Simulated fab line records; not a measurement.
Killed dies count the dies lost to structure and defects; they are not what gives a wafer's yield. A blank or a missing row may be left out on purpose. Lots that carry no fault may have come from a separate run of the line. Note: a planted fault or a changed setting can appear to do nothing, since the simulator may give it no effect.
Chamber matching ; flow gf180mcu ; GF_V3_CVD_02 on pecvd-04 has 3 sister chambers
The step deposits SiO2 from TEOS, target thk 850 nm, time 94.851 s. 6 wafers are shown with their chamber, then 8 later ones without.

== EACH WAFER AND ITS CHAMBER ==
wafer;chamber;heater-power-w (W)
L090.1;2;622
L090.3;1;582
L090.6;2;665
L091.1;1;550
L091.6;0;688
L092.4;0;827

== WAFERS WHOSE CHAMBER IS MISSING ==
wafer;heater-power-w (W)
L092.5;722
L092.6;494
L096.2;863
L096.5;670
L096.6;574
L097.1;803
L097.4;712
L097.6;499

== WHICH CHAMBER EACH WENT THROUGH ==
wafer;from the rows above;in truth
L092.5;can't be placed: 0 or 2 or 1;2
L092.6;can't be placed: 1 or 2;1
L096.2;can't be placed: 0 or 2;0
L096.5;can't be placed: 2 or 0 or 1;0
L096.6;can't be placed: 1 or 2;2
L097.1;can't be placed: 0 or 2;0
L097.4;can't be placed: 0 or 2 or 1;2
L097.6;can't be placed: 1 or 2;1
Placed correctly: 0 of 8. These rows do not allow placing 8 (true chamber among the candidates in 8). Placed wrongly: 0.
How it was worked out, from the rows above alone: a wafer's distance from a chamber is the root of the sum, over the readings, of the square of ((its reading less the chamber's mean) divided by the reading's scatter). If the next closest chamber is less than 2 further off than the closest, the wafer can't be placed; otherwise it belongs to the closest. The mean given for a chamber averages the wafers shown for that chamber. The scatter is the square root of a quotient: the sum, over the shown wafers, of each reading's squared deviation from its chamber's mean, divided by wafers minus chambers.
